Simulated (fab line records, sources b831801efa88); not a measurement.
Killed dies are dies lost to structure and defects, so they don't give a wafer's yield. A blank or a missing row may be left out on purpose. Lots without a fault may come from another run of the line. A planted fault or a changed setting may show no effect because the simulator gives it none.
fab line records | flow gf180mcu | part 2 of 2: steps 25 to 35 of 35
record lots=5 wafers=15 last_day=33
route steps=602 shown HV_LDD@228 NSD@235 PSD@248
lots that met no fault: from a run of the same line without faults
start_h: hours from the record's first day to the start of the lot's first wafer shown | wait_h: hours since the lot's step before | " the same as in the row above | L1.1+2: a row that stands for several wafers | - no value, or no start given | * or withheld: withheld | < > ~ a bound
route shown NAME@n: a module of which the file shows steps, and the number in the route of the first | usual: mean/standard deviation of fault-free wafers | same: alike in all rows | chamber/n: place in a boat | sites: the reading at each site | _std_site: their standard deviation | _edge_site: outer sites' mean less inner sites' | radius_mm: how far each site lies from the wafer's centre | mask NAME#n: copy n | behind: the tool/chamber that last shaped the wafer | hold: why the lot was held/for how many hours/how that ended | device: the transistor (n, p or np) that didn't switch | end of line: the same wafers' tests at the end of the route | a step without rows: its recipe alone | killed: dies lost to structure and defects at the first sort, not the wafer's yield | map: a wafer's dies, x killed, . not, _ none there
set.NAME: the setting as run; set.NAME@STEP: as run at that earlier step | model.NAME: the simulator's own value behind a step, which no gauge read
lots at some steps of the route; a table a step, a row a wafer
services: from which hour (start_h, from the record's first day; less than 0 if before it) a tool's chamber was out of use, for how many hours, and why
## steps
# step GF_PSD_EXPOSE_04
# recipe mask_id=Pplus target_cd_nm=400 na=0.6 source_shape=conventional sigma_outer=0.6 dose_mj=140
# usual reticle_temp_C=22.99/0.099
# columns lot.wafer tool chamber start_h wait_h mask reticle_temp_C
L076.1 iline_stepper-01 0 - - Pplus#0 22.95
L076.2 " 0 " " Pplus#0 22.77
L076.6 " 0 " " Pplus#0 22.81
L079.2 iline_stepper-01 0 - - Pplus#0 23.03
L079.5 " 0 " " Pplus#0 22.92
L079.6 " 0 " " Pplus#0 22.96
L082.1 iline_stepper-02 0 - - Pplus#0 22.97
L082.2 " 0 " " Pplus#0 23.05
L082.6 " 0 " " Pplus#0 23.15
L083.1 iline_stepper-02 0 - - Pplus#0 23.02
L083.3 " 0 " " Pplus#0 23.17
L083.5 " 0 " " Pplus#0 23.00
L091.3 iline_stepper-02 0 - - Pplus#0 23.05
L091.5 " 0 " " Pplus#0 23.13
L091.6 " 0 " " Pplus#0 23.14
# step GF_PSD_PEB_05
# recipe temp_c=withheld time_s=* resist=NOVOLAK
# usual resist_line_temp_C=*
# columns lot.wafer tool chamber start_h wait_h resist_line_temp_C
L076.1 litho_track-02 0 - - *
L076.2 " 0 " " *
L076.6 " 0 " " *
L079.2 litho_track-02 0 - - *
L079.5 " 0 " " *
L079.6 " 0 " " *
L082.1 litho_track-04 0 - - *
L082.2 " 0 " " *
L082.6 " 0 " " *
L083.1 litho_track-04 0 - - *
L083.3 " 0 " " *
L083.5 " 0 " " *
L091.3 litho_track-04 0 - - *
L091.5 " 0 " " *
L091.6 " 0 " " *
# step GF_PSD_DEVELOP_06
# recipe develop_time_s=60 dev_temp_c=23
# usual resist_line_temp_C=22.97/0.11
# columns lot.wafer tool chamber start_h wait_h resist_line_temp_C
L076.1 litho_track-02 0 340.81 0.1 23.09
L076.2 " 0 " " 22.96
L076.6 " 0 " " 23.03
L079.2 litho_track-02 0 369.09 0.1 23.11
L079.5 " 0 " " 23.02
L079.6 " 0 " " 23.17
L082.1 litho_track-04 0 391.34 0.1 22.93
L082.2 " 0 " " 22.87
L082.6 " 0 " " 22.92
L083.1 litho_track-04 0 406.84 0.1 23.12
L083.3 " 0 " " 23.10
L083.5 " 0 " " 23.15
L091.3 litho_track-04 0 467.19 0.1 23.11
L091.5 " 0 " " 23.00
L091.6 " 0 " " 23.07
# step GF_PSD_CD_MEAS_07
# recipe target_cd_nm=400
# usual cd_nm=399.5/2.1
# columns lot.wafer tool chamber start_h wait_h cd_nm
L076.1 cd_sem-01 - 340.96 0.1 397.9
L076.2 " - " " 398.5
L076.6 " - " " 398.7
L079.2 cd_sem-02 - 369.23 0.1 401.1
L079.5 " - " " 401.4
L079.6 " - " " 399.7
L082.1 cd_sem-02 - 391.50 0.1 397.9
L082.2 " - " " 401.2
L082.6 " - " " 398.7
L083.1 cd_sem-01 - 406.99 0.1 398.5
L083.3 " - " " 398.1
L083.5 " - " " 396.6
L091.3 cd_sem-01 - 467.33 0.1 399.8
L091.5 " - " " 399.0
L091.6 " - " " 399.4
# step GF_PSD_OVL_MEAS_08
# usual PSD_OVL=0.7/1.2
# columns lot.wafer tool chamber start_h wait_h PSD_OVL[nm]
L076.1 overlay-01 - 341.08 0.1 -1.6
L076.2 " - " " -0.4
L076.6 " - " " 1.1
L079.2 overlay-02 - 369.34 0.1 0.0
L079.5 " - " " 1.4
L079.6 " - " " 0.0
L082.1 overlay-01 - 391.62 0.1 1.1
L082.2 " - " " 1.2
L082.6 " - " " 2.8
L083.1 overlay-01 - 407.11 0.1 2.9
L083.3 " - " " 1.7
L083.5 " - " " 2.7
L091.3 overlay-01 - 467.42 0.1 1.7
L091.5 " - " " 3.5
L091.6 " - " " 1.4
# step GF_PSD_IMPLANT_09
# recipe species=BF2 energy_kev=40 dose_cm2=1.5e+15 tilt_deg=7
# columns lot.wafer tool chamber start_h wait_h
L076.1+2+6 implanter-01 0 341.12 0.0
L079.2+5+6 implanter-04 0 369.39 0.0
L082.1+2+6 implanter-01 0 391.66 0.0
L083.1+3+5 implanter-01 0 407.14 0.0
L091.3+5+6 implanter-03 0 467.49 0.1
# step GF_PSD_STRIP_10
# recipe chemistry=O2/N2 power_w=1400 pressure_mtorr=1500 platen_temp_c=250 o2_flow_sccm=3000 n2_flow_sccm=300 overash_fraction=0.5
# usual drypump_motor_current_A=5.67/0.25 heater_power_w=345/36 oes_product_au=0.592/0.005 strip_time_to_endpoint_s=16.54/0.04
# columns lot.wafer tool chamber start_h wait_h drypump_motor_current_A heater_power_w oes_product_au rf_hours_counter_h strip_time_to_endpoint_s
L076.1 plasma_asher-03 1 341.27 0.1 5.80 371 0.592 23 16.53
L076.2 " 0 " " 5.86 329 0.590 23 16.53
L076.6 " 1 " " 5.80 386 0.592 - 16.55
L079.2 plasma_asher-04 1 369.52 0.1 5.65 306 0.592 61 16.56
L079.5 " 0 " " 5.63 327 0.592 - 16.52
L079.6 " 1 " " 5.64 299 0.591 - 16.57
L082.1 plasma_asher-02 0 391.81 0.1 4.99 385 0.591 80 16.55
L082.2 " 1 " " 5.78 408 0.602 80 16.51
L082.6 " 0 " " 4.98 385 0.583 - 16.55
L083.1 plasma_asher-03 1 407.29 0.1 5.79 384 0.599 30 16.58
L083.3 " 0 " " 5.86 327 0.582 - 16.52
L083.5 " 0 " " 5.84 320 0.594 - 16.57
L091.3 plasma_asher-03 1 467.63 0.1 5.81 377 0.602 - 16.48
L091.5 " 1 " " 5.82 383 0.585 - 16.50
L091.6 " 0 " " 5.85 319 0.595 - 16.56
# step GF_PSD_TW_MEAS_11
# usual PSD_TW=3156/38
# columns lot.wafer tool chamber start_h wait_h PSD_TW
L076.1 film_metro-02 - 341.37 0.1 3120
L076.2 " - " " 3115
L076.6 " - " " 3128
L079.2 film_metro-02 - 369.63 0.1 3117
L079.5 " - " " 3129
L079.6 " - " " 3128
L082.1 film_metro-02 - 391.91 0.1 3143
L082.2 " - " " 3130
L082.6 " - " " 3123
L083.1 film_metro-04 - 407.39 0.1 3207
L083.3 " - " " 3215
L083.5 " - " " 3194
L091.3 film_metro-02 - 467.71 0.1 3124
L091.5 " - " " 3130
L091.6 " - " " 3123
# step GF_PSD_CLEAN_12
# recipe chemistry=SC1/SC2 mix=1:4:20 temp_c=70 time_s=150 dry=n2_spin
# columns lot.wafer tool chamber start_h wait_h
L076.1+2+6 wet_bench-04 2 341.43 0.1
L079.2+5+6 wet_bench-03 1 369.68 0.0
L082.1+2+6 wet_bench-03 3 391.99 0.1
L083.1+3+5 wet_bench-02 2 407.45 0.1
L091.3+5+6 wet_bench-04 2 467.75 0.0
# step GF_PSD_RTA_13
# recipe temp_c=1025 time_s=20 ambient=N2
# usual lamp_power_pct=29.6/1.9 wafer_temp_C_max=1031.5/1.3
# columns lot.wafer tool chamber start_h wait_h lamp_power_pct wafer_temp_C_max
L076.1 rtp_anneal-01 0 341.48 0.0 27.9 1030.7
L076.2 " 0 " " 27.9 1032.5
L076.6 " 0 " " 27.9 1033.2
L079.2 rtp_anneal-01 0 369.74 0.0 27.9 1032.4
L079.5 " 0 " " 27.9 1030.9
L079.6 " 0 " " 27.8 1030.8
L082.1 rtp_anneal-01 0 392.04 0.0 27.9 1031.4
L082.2 " 0 " " 27.8 1031.4
L082.6 " 0 " " 27.9 1032.6
L083.1 rtp_anneal-02 0 407.50 0.0 31.7 1031.5
L083.3 " 0 " " 31.7 1031.0
L083.5 " 0 " " 31.7 1032.2
L091.3 rtp_anneal-01 0 467.84 0.0 27.9 1029.3
L091.5 " 0 " " 27.9 1032.8
L091.6 " 0 " " 27.8 1031.5
# step GF_PSD_RS_MEAS_14
# recipe thk_meas_gauge=four-point-probe
# usual NSD_RS=46.08/0.08
# columns lot.wafer tool chamber start_h wait_h NSD_RS[ohm/sq]
L076.1 film_metro-02 - 341.56 0.1 46.09
L076.2 " - " " 46.15
L076.6 " - " " 46.02
L079.2 film_metro-03 - 369.83 0.1 46.09
L079.5 " - " " 46.04
L079.6 " - " " 46.12
L082.1 film_metro-04 - 392.12 0.1 46.03
L082.2 " - " " 46.09
L082.6 " - " " 46.08
L083.1 film_metro-04 - 407.59 0.1 46.12
L083.3 " - " " 46.07
L083.5 " - " " 46.07
L091.3 film_metro-02 - 467.93 0.1 46.08
L091.5 " - " " 46.17
L091.6 " - " " 46.12
## services
# columns tool chamber start_h hours kind
plasma_asher-02 - 277.55 4.3 pm
lpcvd-01 - 288.59 1.6 repair
implanter-01 - 291.05 27.2 pm
plasma_asher-03 - 301.96 2.8 pm
implanter-04 - 305.54 2.5 repair
rie_diel-02 - 309.72 1.0 repair
iline_stepper-01 - 315.43 4.4 pm
wet_bench-03 - 343.45 2.8 repair
rie_diel-02 1 344.22 3.6 repair
implanter-02 - 346.43 1.4 repair
rtp_anneal-01 - 354.39 1.4 pm
iline_stepper-02 - 360.16 1.7 pm
implanter-02 - 367.65 2.4 repair
plasma_asher-01 - 375.45 0.9 repair
rtp_anneal-02 - 379.84 5.3 pm
implanter-02 - 399.00 2.0 repair
plasma_asher-02 - 421.25 9.0 pm
implanter-04 - 423.03 1.3 repair
iline_stepper-01 - 428.25 1.7 pm
rie_diel-02 3 434.16 3.4 repair
lpcvd-01 - 435.87 2.6 repair
implanter-04 - 438.03 2.2 repair
implanter-04 - 457.55 1.5 repair
rie_diel-02 - 465.74 1.1 repair
